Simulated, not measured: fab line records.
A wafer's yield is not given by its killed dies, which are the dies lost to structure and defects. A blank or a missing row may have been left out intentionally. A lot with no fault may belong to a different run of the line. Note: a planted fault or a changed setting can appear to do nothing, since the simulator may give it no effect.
fab line records	flow sky130
[record] lots = 24	wafers = 72	last_day = 50
route steps=708 shown VIA2@529 VIA3@589 METAL4@600 METAL5@662
lots untouched by any fault: they come from a run of this same line in which no faults occurred
start_h: hours from the record's first day to the start of the lot's first wafer shown	wait_h: hours from the lot's prior step to this one	" as in the row above	L1.1+2: several wafers, shown together as one row	- value missing, or start not given	* or withheld: withheld	< > ~ a bound
route shown NAME@n: NAME is a module with steps in the file, n the number in the route of the first one	usual: mean/standard deviation of fault-free wafers	same: alike in all rows	chamber/n: place in a boat	sites: each site's reading	_std_site: the standard deviation of these	_edge_site: outer sites' mean less inner sites'	radius_mm: for every site, how far away it sits from the centre of the wafer	mask NAME#n: copy n	behind: tool/chamber where the wafer was last shaped	hold: cause of the lot's hold/its duration in hours/its outcome	device: the transistor (n, p or np) that didn't switch	end of line: at the end of the route, the tests of the same wafers	a step given without rows: its recipe and nothing more	killed: at the first sort, the dies lost to defects and structure; wafer yield is something else	map: the dies of a wafer, with x for killed, . for not killed, _ for no die there
set.NAME: the setting that was run; set.NAME@STEP: the one run at that earlier step	model.NAME: the simulator's own value behind a step, which no gauge read
one table for each step of the route and one row for each wafer, over a sample of lots
services: a tool's chamber out of use, with start hour (start_h, from the record's first day; less than 0 if before it), hours out, and reason
[[steps]]
[step SKY_VIA2_RS_MEAS_22]
[recipe] thk_meas_gauge = four-point-probe	reads = W_of_VIA2_CVD_21+TiN_of_VIA2_SPUTTER_20
[usual] VIA2_W_RS = 0.2734/0.0027
lot.wafer	tool	chamber	start_h	wait_h	VIA2_W_RS[ohm/sq]
L074.3	film_metro-01	-	871.99	0.1	0.2706
L074.4	"	-	"	"	0.2677
L074.6	"	-	"	"	0.2709
L075.1	film_metro-02	-	874.21	0.1	0.2735
L075.3	"	-	"	"	0.2709
L075.4	"	-	"	"	0.2758
L077.4	film_metro-02	-	874.66	0.1	0.2723
L077.5	"	-	"	"	0.2681
L077.6	"	-	"	"	0.2761
L076.4	film_metro-01	-	876.74	0.1	0.2743
L076.5	"	-	"	"	0.2719
L076.6	"	-	"	"	0.2710
L078.2	film_metro-04	-	919.55	0.1	0.2744
L078.4	"	-	"	"	0.2708
L078.5	"	-	"	"	0.2685
L079.1	film_metro-04	-	919.78	0.1	0.2758
L079.2	"	-	"	"	0.2776
L079.3	"	-	"	"	0.2776
L080.1	film_metro-01	-	921.02	0.1	0.2749
L080.2	"	-	"	"	0.2758
L080.4	"	-	"	"	0.2741
L081.1	film_metro-01	-	921.43	0.1	0.2765
L081.2	"	-	"	"	0.2768
L081.4	"	-	"	"	0.2775
L082.1	film_metro-04	-	923.01	0.1	0.2677
L082.4	"	-	"	"	0.2726
L082.6	"	-	"	"	0.2697
L084.2	film_metro-01	-	929.09	0.1	0.2689
L084.4	"	-	"	"	0.2733
L084.5	"	-	"	"	0.2772
L083.2	film_metro-02	-	932.24	0.1	0.2726
L083.4	"	-	"	"	0.2753
L083.6	"	-	"	"	0.2731
L085.1	film_metro-04	-	932.87	0.1	0.2755
L085.2	"	-	"	"	0.2693
L085.3	"	-	"	"	0.2717
L086.3	film_metro-02	-	933.21	0.1	0.2735
L086.5	"	-	"	"	0.2715
L086.6	"	-	"	"	0.2765
L087.2	film_metro-02	-	943.39	0.1	0.2716
L087.4	"	-	"	"	0.2734
L087.6	"	-	"	"	0.2678
L088.2	film_metro-04	-	954.49	0.1	0.2740
L088.3	"	-	"	"	0.2765
L088.5	"	-	"	"	0.2753
L089.2	film_metro-04	-	955.67	0.1	0.2724
L089.3	"	-	"	"	0.2743
L089.4	"	-	"	"	0.2706
L090.1	film_metro-01	-	970.98	0.1	0.2727
L090.2	"	-	"	"	0.2704
L090.5	"	-	"	"	0.2743
L091.1	film_metro-01	-	974.40	0.1	0.2768
L091.4	"	-	"	"	0.2765
L091.5	"	-	"	"	0.2746
L092.1	film_metro-01	-	978.24	0.1	0.2731
L092.2	"	-	"	"	0.2755
L092.5	"	-	"	"	0.2776
L093.1	film_metro-02	-	993.15	0.1	0.2708
L093.2	"	-	"	"	0.2727
L093.6	"	-	"	"	0.2697
L094.4	film_metro-04	-	995.67	0.1	0.2737
L094.5	"	-	"	"	0.2756
L094.6	"	-	"	"	0.2765
L095.1	film_metro-04	-	1004.70	0.1	0.2735
L095.4	"	-	"	"	0.2776
L095.6	"	-	"	"	0.2752
L096.1	film_metro-01	-	1007.50	0.1	0.2667
L096.3	"	-	"	"	0.2702
L096.6	"	-	"	"	0.2750
L097.2	film_metro-01	-	1014.08	0.1	0.2771
L097.4	"	-	"	"	0.2768
L097.6	"	-	"	"	0.2737
[step SKY_VIA3_STRIP_16]
[recipe] chemistry = O2/N2	power_w = 1400	pressure_mtorr = 1500	platen_temp_c = withheld	o2_flow_sccm = 3000	n2_flow_sccm = 300	overash_fraction = 0.5
[usual] drypump_motor_current_A = 5.9/0.31	oes_product_au = 0.402/0.0048	strip_time_to_endpoint_s = 4.14/0.032
lot.wafer	tool	chamber	start_h	wait_h	drypump_motor_current_A	oes_product_au	rf_hours_counter_h	strip_time_to_endpoint_s
L074.3	plasma_asher-01	0	950.91	0.1	6.0	0.401	-	4.13
L074.4	"	1	"	"	6.3	0.402	-	4.16
L074.6	"	0	"	"	6.0	0.406	-	4.14
L075.1	plasma_asher-01	1	951.88	0.0	6.3	0.400	82	4.16
L075.3	"	0	"	"	5.9	0.402	-	4.12
L075.4	"	1	"	"	6.3	0.390	-	4.11
L077.4	plasma_asher-03	0	952.46	0.1	5.6	0.402	-	4.17
L077.5	"	1	"	"	5.4	0.407	-	4.13
L077.6	"	0	"	"	5.7	0.393	-	4.10
L076.4	plasma_asher-04	0	953.95	0.1	5.6	0.400	-	4.11
L076.5	"	1	"	"	6.2	0.394	-	4.11
L076.6	"	0	"	"	5.6	0.396	-	4.07
L078.2	plasma_asher-03	1	995.01	0.0	5.4	0.396	115	4.13
L078.4	"	1	"	"	5.4	0.399	-	4.13
L078.5	"	1	"	"	5.4	0.399	-	4.12
L079.1	plasma_asher-04	1	995.08	0.0	6.2	0.409	56	4.20
L079.2	"	0	"	"	5.6	0.403	56	4.14
L079.3	"	0	"	"	5.6	0.405	-	4.12
L081.1	plasma_asher-01	0	997.11	0.0	6.0	0.416	86	4.14
L081.2	"	1	"	"	6.3	0.395	86	4.17
L081.4	"	0	"	"	6.0	0.409	-	4.13
L080.1	plasma_asher-04	0	998.28	0.0	5.6	0.407	57	4.13
L080.2	"	1	"	"	6.2	0.408	57	4.14
L080.4	"	1	"	"	6.2	0.410	-	4.17
L082.1	plasma_asher-01	1	998.63	0.0	6.3	0.396	86	4.14
L082.4	"	0	"	"	6.0	0.399	-	4.23
L082.6	"	0	"	"	6.0	0.393	-	4.15
L084.2	plasma_asher-04	0	1003.81	0.0	5.6	0.405	57	4.12
L084.4	"	0	"	"	5.6	0.399	-	4.19
L084.5	"	1	"	"	6.2	0.402	-	4.15
L083.2	plasma_asher-04	0	1006.26	0.0	5.6	0.399	58	4.12
L083.4	"	1	"	"	6.2	0.399	-	4.15
L083.6	"	1	"	"	6.2	0.406	-	4.16
L085.1	plasma_asher-01	0	1007.41	0.0	6.0	0.401	87	4.21
L085.2	"	1	"	"	6.3	0.407	87	4.15
L085.3	"	1	"	"	6.3	0.399	-	4.11
L086.3	plasma_asher-03	0	1008.60	0.1	5.7	0.400	-	4.20
L086.5	"	0	"	"	5.7	0.407	-	4.11
L086.6	"	1	"	"	5.4	0.404	-	4.14
L087.2	plasma_asher-01	1	1017.61	0.0	6.3	0.401	88	4.14
L087.4	"	0	"	"	6.0	0.410	-	4.20
L087.6	"	1	"	"	6.3	0.394	-	4.15
L088.2	plasma_asher-01	1	1026.96	0.1	6.3	0.405	90	4.13
L088.3	"	0	"	"	6.0	0.400	-	4.17
L088.5	"	0	"	"	6.0	0.401	-	4.13
L089.2	plasma_asher-01	0	1028.08	0.0	6.0	0.404	90	4.15
L089.3	"	0	"	"	6.0	0.400	-	4.11
L089.4	"	1	"	"	6.3	0.402	-	4.19
L090.1	plasma_asher-04	0	1042.21	0.0	5.6	0.402	60	4.10
L090.2	"	1	"	"	6.2	0.399	60	4.21
L090.5	"	1	"	"	6.2	0.402	-	4.14
L091.1	plasma_asher-03	0	1045.23	0.0	5.7	0.401	120	4.11
L091.4	"	1	"	"	5.4	0.398	-	4.20
L091.5	"	1	"	"	5.4	0.411	-	4.14
L092.1	plasma_asher-01	0	1049.75	0.1	6.0	0.410	92	4.18
L092.2	"	1	"	"	6.3	0.398	92	4.14
L092.5	"	0	"	"	6.0	0.406	-	4.14
L093.1	plasma_asher-01	1	1062.56	0.0	6.3	0.402	93	4.12
L093.2	"	0	"	"	5.9	0.398	93	4.12
L093.6	"	1	"	"	6.3	0.401	-	4.11
L094.4	plasma_asher-01	1	1066.10	0.0	6.3	0.405	-	4.09
L094.5	"	0	"	"	5.9	0.404	-	4.12
L094.6	"	1	"	"	6.3	0.402	-	4.10
L095.1	plasma_asher-01	0	1075.36	0.0	5.9	0.402	95	4.15
L095.4	"	1	"	"	6.3	0.397	-	4.17
L095.6	"	0	"	"	5.9	0.406	-	4.16
L096.1	plasma_asher-04	0	1076.48	0.0	5.6	0.407	64	4.12
L096.3	"	1	"	"	6.2	0.398	-	4.11
L096.6	"	0	"	"	5.6	0.403	-	4.17
L097.2	plasma_asher-03	0	1082.33	0.0	5.6	0.396	1	4.14
L097.4	"	1	"	"	5.4	0.403	-	4.14
L097.6	"	0	"	"	5.7	0.397	-	4.12
[step SKY_VIA3_RS_MEAS_22]
[recipe] thk_meas_gauge = four-point-probe	reads = W_of_VIA3_CVD_21+TiN_of_VIA3_SPUTTER_20
[usual] VIA3_W_RS = 0.294/0.0033
lot.wafer	tool	chamber	start_h	wait_h	VIA3_W_RS[ohm/sq]
L074.3	film_metro-02	-	951.72	0.1	0.292
L074.4	"	-	"	"	0.294
L074.6	"	-	"	"	0.298
L075.1	film_metro-04	-	952.66	0.1	0.291
L075.3	"	-	"	"	0.294
L075.4	"	-	"	"	0.296
L077.4	film_metro-04	-	953.27	0.1	0.289
L077.5	"	-	"	"	0.289
L077.6	"	-	"	"	0.293
L076.4	film_metro-03	-	954.75	0.1	0.288
L076.5	"	-	"	"	0.294
L076.6	"	-	"	"	0.292
L078.2	film_metro-02	-	995.81	0.1	0.290
L078.4	"	-	"	"	0.293
L078.5	"	-	"	"	0.289
L079.1	film_metro-02	-	996.04	0.1	0.295
L079.2	"	-	"	"	0.299
L079.3	"	-	"	"	0.296
L081.1	film_metro-02	-	997.89	0.1	0.294
L081.2	"	-	"	"	0.293
L081.4	"	-	"	"	0.292
L080.1	film_metro-04	-	999.06	0.1	0.290
L080.2	"	-	"	"	0.293
L080.4	"	-	"	"	0.289
L082.1	film_metro-03	-	999.40	0.1	0.297
L082.4	"	-	"	"	0.301
L082.6	"	-	"	"	0.300
L084.2	film_metro-03	-	1004.61	0.1	0.295
L084.4	"	-	"	"	0.295
L084.5	"	-	"	"	0.294
L083.2	film_metro-02	-	1007.09	0.1	0.296
L083.4	"	-	"	"	0.300
L083.6	"	-	"	"	0.296
L085.1	film_metro-03	-	1008.20	0.1	0.295
L085.2	"	-	"	"	0.293
L085.3	"	-	"	"	0.295
L086.3	film_metro-04	-	1009.38	0.1	0.297
L086.5	"	-	"	"	0.288
L086.6	"	-	"	"	0.298
L087.2	film_metro-02	-	1018.41	0.1	0.291
L087.4	"	-	"	"	0.295
L087.6	"	-	"	"	0.288
L088.2	film_metro-03	-	1027.76	0.1	0.292
L088.3	"	-	"	"	0.296
L088.5	"	-	"	"	0.297
L089.2	film_metro-04	-	1028.87	0.1	0.294
L089.3	"	-	"	"	0.293
L089.4	"	-	"	"	0.292
L090.1	film_metro-02	-	1042.99	0.1	0.291
L090.2	"	-	"	"	0.299
L090.5	"	-	"	"	0.292
L091.1	film_metro-02	-	1046.01	0.1	0.289
L091.4	"	-	"	"	0.295
L091.5	"	-	"	"	0.291
L092.1	film_metro-04	-	1050.67	0.1	0.298
L092.2	"	-	"	"	0.296
L092.5	"	-	"	"	0.294
L093.1	film_metro-02	-	1063.34	0.1	0.298
L093.2	"	-	"	"	0.293
L093.6	"	-	"	"	0.302
L094.4	film_metro-04	-	1066.94	0.1	0.294
L094.5	"	-	"	"	0.291
L094.6	"	-	"	"	0.296
L095.1	film_metro-03	-	1076.15	0.1	0.295
L095.4	"	-	"	"	0.292
L095.6	"	-	"	"	0.297
L096.1	film_metro-04	-	1077.26	0.1	0.294
L096.3	"	-	"	"	0.298
L096.6	"	-	"	"	0.295
L097.2	film_metro-03	-	1083.20	0.1	0.289
L097.4	"	-	"	"	0.291
L097.6	"	-	"	"	0.289
[step SKY_METAL4_SPUTTER_02]
[recipe] material = AlCu	target_thk_nm = 735	power_w = 10600	time_s = 39.1	chamber_pressure_pa = 0.4
[usual] throttle_valve_pct = 30.1/0.8
lot.wafer	tool	chamber	start_h	wait_h	throttle_valve_pct
L074.3	pvd_sputter-03	-	952.21	0.0	29.8
L074.4	"	-	"	"	29.6
L074.6	"	-	"	"	29.7
L075.1	pvd_sputter-03	-	953.19	0.0	30.7
L075.3	"	-	"	"	30.0
L075.4	"	-	"	"	29.4
L077.4	pvd_sputter-01	-	953.74	0.0	31.2
L077.5	"	-	"	"	31.8
L077.6	"	-	"	"	29.5
L076.4	pvd_sputter-02	-	955.22	0.0	28.5
L076.5	"	-	"	"	29.9
L076.6	"	-	"	"	29.5
L078.2	pvd_sputter-03	-	996.59	0.0	30.9
L078.4	"	-	"	"	30.6
L078.5	"	-	"	"	29.9
L079.1	pvd_sputter-02	-	996.89	0.0	29.6
L079.2	"	-	"	"	29.5
L079.3	"	-	"	"	30.9
L081.1	pvd_sputter-03	-	998.42	0.0	30.8
L081.2	"	-	"	"	29.6
L081.4	"	-	"	"	29.7
L080.1	pvd_sputter-02	-	999.58	0.0	28.8
L080.2	"	-	"	"	30.0
L080.4	"	-	"	"	31.1
L082.1	pvd_sputter-01	-	999.93	0.0	29.7
L082.4	"	-	"	"	31.7
L082.6	"	-	"	"	31.5
L084.2	pvd_sputter-01	-	1005.76	0.0	29.5
L084.4	"	-	"	"	31.5
L084.5	"	-	"	"	31.5
L083.2	pvd_sputter-02	-	1007.60	0.0	29.6
L083.4	"	-	"	"	29.0
L083.6	"	-	"	"	29.3
L085.1	pvd_sputter-01	-	1008.72	0.0	31.4
L085.2	"	-	"	"	29.0
L085.3	"	-	"	"	31.4
L086.3	pvd_sputter-03	-	1009.87	0.0	29.4
L086.5	"	-	"	"	29.3
L086.6	"	-	"	"	30.7
L087.2	pvd_sputter-03	-	1018.92	0.0	30.7
L087.4	"	-	"	"	29.7
L087.6	"	-	"	"	31.0
L088.2	pvd_sputter-01	-	1028.87	0.0	29.2
L088.3	"	-	"	"	31.7
L088.5	"	-	"	"	31.5
L089.2	pvd_sputter-03	-	1029.77	0.0	30.4
L089.3	"	-	"	"	30.8
L089.4	"	-	"	"	29.8
L090.1	pvd_sputter-03	-	1043.89	0.0	29.3
L090.2	"	-	"	"	30.7
L090.5	"	-	"	"	30.7
L091.1	pvd_sputter-03	-	1046.53	0.0	30.0
L091.4	"	-	"	"	30.8
L091.5	"	-	"	"	30.8
L092.1	pvd_sputter-03	-	1051.19	0.0	30.6
L092.2	"	-	"	"	29.8
L092.5	"	-	"	"	29.4
L093.1	pvd_sputter-03	-	1063.87	0.0	30.9
L093.2	"	-	"	"	30.7
L093.6	"	-	"	"	30.5
L094.4	pvd_sputter-03	-	1067.41	0.0	29.3
L094.5	"	-	"	"	29.5
L094.6	"	-	"	"	30.6
L095.1	pvd_sputter-01	-	1076.87	0.0	31.3
L095.4	"	-	"	"	31.3
L095.6	"	-	"	"	31.1
L096.1	pvd_sputter-02	-	1078.25	0.0	31.2
L096.3	"	-	"	"	29.3
L096.6	"	-	"	"	29.5
L097.2	pvd_sputter-02	-	1083.91	0.0	28.7
L097.4	"	-	"	"	29.3
L097.6	"	-	"	"	29.5
[step SKY_METAL4_ETCH_16]
[recipe] chemistry = N2/H2	target = BARC	ion_energy_ev = 200	bias_w = 100	pressure_mtorr = 30	n2_flow_sccm = 100	h2_flow_sccm = 200	icp_w = 500	stop_on = SiO2	time_s = 88.2	target_depth_a = 600
[usual] drypump_motor_current_A = 5.7/0.63	he_backside_leak_sccm = 3.5/0.37	oes_product_au = 0.626/0.005	rf_fwd_power_W = 496.7/1.7	throttle_valve_pct = 13.204/0.0093
lot.wafer	tool	chamber	start_h	wait_h	drypump_motor_current_A	he_backside_leak_sccm	oes_product_au	rf_fwd_power_W	rf_hours_counter_h	throttle_valve_pct
L074.3	rie_metal-01	1	1001.54	0.0	5.3	3.4	0.623	493.3	-	13.198
L074.4	"	0	"	"	5.3	3.4	0.618	497.5	-	13.188
L074.6	"	0	"	"	5.3	3.6	0.630	496.1	-	13.210
L075.1	rie_metal-02	1	1002.16	0.0	5.8	3.4	0.628	494.1	18	13.220
L075.3	"	1	"	"	5.8	3.5	0.626	494.5	-	13.192
L075.4	"	0	"	"	6.4	3.5	0.629	495.0	-	13.198
L077.4	rie_metal-03	1	1002.43	0.0	6.3	3.3	0.625	497.4	-	13.213
L077.5	"	1	"	"	6.3	3.3	0.624	499.3	-	13.200
L077.6	"	0	"	"	4.7	3.5	0.628	497.6	-	13.216
L076.4	rie_metal-02	1	1003.43	0.0	5.8	3.4	0.623	492.9	-	13.211
L076.5	"	0	"	"	6.4	3.6	0.627	497.5	-	13.216
L076.6	"	1	"	"	5.7	3.4	0.621	494.2	-	13.211
L078.2	rie_metal-02	0	1043.52	0.1	6.4	3.6	0.625	498.2	-	13.193
L078.4	"	0	"	"	6.4	3.6	0.628	495.8	-	13.210
L078.5	"	0	"	"	6.4	3.6	0.626	499.7	-	13.217
L079.1	rie_metal-01	0	1043.59	0.0	5.3	3.5	0.618	496.1	22	13.211
L079.2	"	1	"	"	5.3	3.6	0.617	496.4	18	13.212
L079.3	"	0	"	"	5.3	3.6	0.626	494.3	-	13.196
L081.1	rie_metal-01	1	1044.16	0.0	5.3	3.6	0.626	497.7	18	13.210
L081.2	"	0	"	"	5.3	3.7	0.623	494.7	23	13.200
L081.4	"	1	"	"	5.3	3.6	0.626	498.1	-	13.225
L080.1	rie_metal-01	0	1044.80	0.0	5.3	3.8	0.619	496.7	23	13.207
L080.2	"	1	"	"	5.3	3.5	0.628	497.8	18	13.213
L080.4	"	0	"	"	5.2	3.8	0.635	497.9	-	13.197
L082.1	rie_metal-01	1	1045.96	0.0	5.3	3.5	0.635	495.2	19	13.208
L082.4	"	1	"	"	5.3	3.6	0.628	495.1	-	13.195
L082.6	"	1	"	"	5.3	3.6	0.632	494.5	-	13.205
L084.2	rie_metal-02	0	1051.32	0.1	6.4	6.6	0.621	496.8	-	13.199
L084.4	"	0	"	"	6.4	3.4	0.629	496.4	-	13.202
L084.5	"	0	"	"	6.4	3.5	0.617	496.4	-	13.206
L083.2	rie_metal-02	0	1053.52	0.1	6.4	3.5	0.627	497.1	-	13.206
L083.4	"	0	"	"	6.4	3.4	0.618	495.9	-	13.195
L083.6	"	0	"	"	6.4	3.4	0.617	497.8	-	13.191
L085.1	rie_metal-02	0	1053.83	0.1	6.4	3.4	0.626	495.9	12	13.203
L085.2	"	0	"	"	6.4	3.5	0.630	497.5	-	13.208
L085.3	"	0	"	"	6.4	3.3	0.623	496.4	-	13.207
L086.3	rie_metal-03	0	1054.79	0.0	4.7	3.3	0.629	498.5	-	13.209
L086.5	"	1	"	"	6.3	3.5	0.628	495.4	-	13.200
L086.6	"	0	"	"	4.7	3.2	0.614	498.3	-	13.188
L087.2	rie_metal-03	0	1064.94	0.0	4.7	3.1	0.630	497.7	19	13.205
L087.4	"	0	"	"	4.7	3.3	0.625	496.9	-	13.204
L087.6	"	1	"	"	6.3	3.5	0.632	498.6	-	13.193
L088.2	rie_metal-03	1	1073.60	0.0	6.3	3.4	0.624	497.8	20	13.205
L088.3	"	1	"	"	6.3	3.4	0.632	497.9	-	13.207
L088.5	"	0	"	"	4.7	3.3	0.622	498.9	-	13.212
L089.2	rie_metal-03	0	1075.06	0.0	4.7	3.2	0.624	496.5	20	13.209
L089.3	"	0	"	"	4.7	3.2	0.635	497.9	-	13.211
L089.4	"	1	"	"	6.3	3.4	0.621	498.0	-	13.197
L090.1	rie_metal-02	1	1087.70	0.0	5.8	3.4	0.635	493.9	2	13.205
L090.2	"	0	"	"	6.4	3.5	0.633	495.8	13	13.195
L090.5	"	1	"	"	5.8	3.2	0.627	496.1	-	13.187
L091.1	rie_metal-01	0	1090.85	0.0	5.3	3.5	0.627	495.4	26	13.195
L091.4	"	1	"	"	5.3	3.6	0.629	494.0	-	13.197
L091.5	"	1	"	"	5.3	3.4	0.625	493.5	-	13.196
L092.1	rie_metal-02	0	1094.44	0.0	6.4	3.5	0.633	496.8	14	13.207
L092.2	"	1	"	"	5.7	3.1	0.624	498.4	2	13.213
L092.5	"	0	"	"	6.4	3.4	0.622	495.8	-	13.187
L093.1	rie_metal-02	1	1105.69	0.0	5.8	3.3	0.624	498.3	3	13.210
L093.2	"	0	"	"	6.4	3.5	0.629	495.0	15	13.204
L093.6	"	0	"	"	6.4	3.5	0.629	500.0	-	13.214
L094.4	rie_metal-01	0	1109.04	0.0	5.3	3.7	0.629	496.3	-	13.205
L094.5	"	0	"	"	5.3	3.6	0.623	495.6	-	13.206
L094.6	"	1	"	"	5.3	3.6	0.618	495.6	-	13.206
L095.1	rie_metal-02	1	1117.30	0.0	5.8	3.3	0.621	494.8	4	13.218
L095.4	"	0	"	"	6.4	3.6	0.626	498.3	-	13.202
L095.6	"	0	"	"	6.4	3.5	0.630	497.1	-	13.208
L096.1	rie_metal-03	0	1119.29	0.0	4.7	3.4	0.622	499.3	24	13.205
L096.3	"	0	"	"	4.7	3.2	0.621	498.5	-	13.188
L096.6	"	0	"	"	4.7	5.8	0.631	498.0	-	13.189
L097.2	rie_metal-03	1	1125.20	0.0	6.3	3.4	0.634	498.3	25	13.209
L097.4	"	0	"	"	4.7	3.1	0.617	497.7	-	13.189
L097.6	"	1	"	"	6.3	3.3	0.625	497.5	-	13.205
[step SKY_METAL5_SPUTTER_01]
[recipe] material = TiN	target_thk_nm = 20	power_w = 6500	time_s = 16.7	chamber_pressure_pa = 0.4
[usual] throttle_valve_pct = 30.3/0.98
lot.wafer	tool	chamber	start_h	wait_h	throttle_valve_pct
L074.3	pvd_sputter-01	-	1026.70	0.0	31.5
L074.4	"	-	"	"	31.5
L074.6	"	-	"	"	29.6
L075.1	pvd_sputter-01	-	1027.65	0.0	29.9
L075.3	"	-	"	"	31.3
L075.4	"	-	"	"	31.2
L077.4	pvd_sputter-01	-	1028.26	0.0	29.5
L077.5	"	-	"	"	31.3
L077.6	"	-	"	"	31.4
L076.4	pvd_sputter-04	-	1029.15	0.0	30.1
L076.5	"	-	"	"	30.7
L076.6	"	-	"	"	28.9
L078.2	pvd_sputter-01	-	1068.32	0.0	29.1
L078.4	"	-	"	"	31.4
L078.5	"	-	"	"	31.2
L079.1	pvd_sputter-01	-	1069.18	0.0	29.5
L079.2	"	-	"	"	29.4
L079.3	"	-	"	"	31.3
L081.1	pvd_sputter-04	-	1069.53	0.0	31.4
L081.2	"	-	"	"	29.1
L081.4	"	-	"	"	30.3
L080.1	pvd_sputter-01	-	1070.41	0.0	29.4
L080.2	"	-	"	"	29.6
L080.4	"	-	"	"	31.3
L082.1	pvd_sputter-01	-	1070.95	0.0	29.9
L082.4	"	-	"	"	29.3
L082.6	"	-	"	"	31.3
L084.2	pvd_sputter-04	-	1076.55	0.0	30.2
L084.4	"	-	"	"	31.1
L084.5	"	-	"	"	30.1
L083.2	pvd_sputter-02	-	1078.64	0.0	28.8
L083.4	"	-	"	"	31.1
L083.6	"	-	"	"	29.7
L085.1	pvd_sputter-01	-	1079.29	0.0	31.4
L085.2	"	-	"	"	31.4
L085.3	"	-	"	"	29.9
L086.3	pvd_sputter-04	-	1079.59	0.0	30.4
L086.5	"	-	"	"	29.1
L086.6	"	-	"	"	30.2
L087.2	pvd_sputter-04	-	1090.14	0.0	28.8
L087.4	"	-	"	"	30.8
L087.6	"	-	"	"	30.2
L088.2	pvd_sputter-02	-	1097.09	0.0	31.1
L088.3	"	-	"	"	29.6
L088.5	"	-	"	"	31.1
L089.2	pvd_sputter-01	-	1097.33	0.0	29.3
L089.3	"	-	"	"	29.6
L089.4	"	-	"	"	31.5
L090.1	pvd_sputter-04	-	1112.19	0.0	31.5
L090.2	"	-	"	"	30.9
L090.5	"	-	"	"	31.2
L091.1	pvd_sputter-04	-	1114.42	0.0	31.0
L091.4	"	-	"	"	30.1
L091.5	"	-	"	"	30.8
L092.1	pvd_sputter-04	-	1117.49	0.0	28.7
L092.2	"	-	"	"	31.6
L092.5	"	-	"	"	28.9
L093.1	pvd_sputter-01	-	1128.69	0.0	31.2
L093.2	"	-	"	"	29.8
L093.6	"	-	"	"	31.1
L094.4	pvd_sputter-04	-	1130.42	0.0	28.7
L094.5	"	-	"	"	30.3
L094.6	"	-	"	"	28.9
L095.1	pvd_sputter-01	-	1140.63	0.0	29.1
L095.4	"	-	"	"	31.5
L095.6	"	-	"	"	29.4
L096.1	pvd_sputter-01	-	1143.02	0.0	29.3
L096.3	"	-	"	"	29.5
L096.6	"	-	"	"	31.3
L097.2	pvd_sputter-04	-	1146.98	0.0	29.0
L097.4	"	-	"	"	31.2
L097.6	"	-	"	"	28.7
[[services]]
tool	chamber	start_h	hours	kind
rie_metal-03	1	939.84	8.7	repair
pvd_sputter-03	-	956.95	2.0	repair
rie_metal-02	1	978.43	20.2	repair
plasma_asher-01	-	989.84	3.7	repair
plasma_asher-04	-	990.53	3.7	repair
pvd_sputter-04	-	995.11	10.4	repair
plasma_asher-04	-	1019.29	7.7	repair
plasma_asher-03	-	1022.89	5.8	repair
pvd_sputter-02	-	1025.60	4.2	repair
pvd_sputter-01	1	1026.51	-	consumable_replace:kit
pvd_sputter-01	1	1026.51	18.0	scheduled_down
pvd_sputter-01	1	1026.51	18.0	vent_cycle
pvd_sputter-03	-	1032.88	9.4	repair
plasma_asher-04	-	1043.21	2.4	repair
pvd_sputter-02	-	1046.12	15.0	repair
pvd_sputter-01	-	1048.57	8.6	repair
plasma_asher-03	-	1055.25	9.0	pm
plasma_asher-03	-	1064.25	2.8	pm
plasma_asher-01	-	1101.16	17.6	repair
plasma_asher-04	-	1106.51	2.5	repair
pvd_sputter-01	-	1111.31	4.1	repair
pvd_sputter-01	-	1118.13	0.7	repair
pvd_sputter-03	-	1138.90	2.9	repair
pvd_sputter-04	-	1142.08	1.7	repair
[[key]]
fault none
